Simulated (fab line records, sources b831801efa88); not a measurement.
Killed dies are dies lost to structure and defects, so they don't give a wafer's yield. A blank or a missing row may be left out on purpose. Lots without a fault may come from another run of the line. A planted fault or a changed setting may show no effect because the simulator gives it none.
Chamber matching | flow sky130 | SKY_LI_CONTACT_ETCH_14 on rie_diel-01: 3 sister chambers
The step etches BARC in N2/H2, stops on SiO2, time 45.9 s, target depth 60 nm. 3 wafers are shown with their chamber, then 8 later ones without.

WAFERS WITH THEIR CHAMBER
wafer  | chamber | drypump_motor_current_A (A)
L091.1 | 0       | 5.5
L091.3 | 1       | 5.5
L091.4 | 3       | 5.5

WAFERS WITHOUT THEIR CHAMBER
wafer  | drypump_motor_current_A (A)
L091.5 | 5.5
L091.6 | 5.5
L092.1 | 5.6
L092.2 | 5.5
L092.3 | 5.6
L092.4 | 5.6
L092.5 | 5.6
L092.6 | 5.5

WHICH CHAMBER EACH WENT THROUGH
wafer  | from the rows above          | in truth
L091.5 | can't be placed: 0 or 1 or 3 | 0
L091.6 | can't be placed: 0 or 1 or 3 | 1
L092.1 | can't be placed: 0 or 1 or 3 | 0
L092.2 | can't be placed: 0 or 1 or 3 | 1
L092.3 | can't be placed: 0 or 1 or 3 | 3
L092.4 | can't be placed: 0 or 1 or 3 | 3
L092.5 | can't be placed: 0 or 1 or 3 | 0
L092.6 | can't be placed: 0 or 1 or 3 | 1
Placed correctly: 0 of 8. Can't be placed from these rows: 8 (the true chamber is among the candidates in 8). Placed wrongly: 0.
How it was worked out, from the rows above alone: a wafer's distance from a chamber is the root of the sum, over the readings, of the square of ((its reading less the chamber's mean) divided by the reading's scatter). The wafer belongs to the nearest chamber; if the next one is less than 2 further off, it can't be placed. A chamber's mean is the mean of its shown wafers. The scatter: with one shown wafer a chamber, the root of the mean of the squares of how far each hidden wafer lies from its nearest shown one.
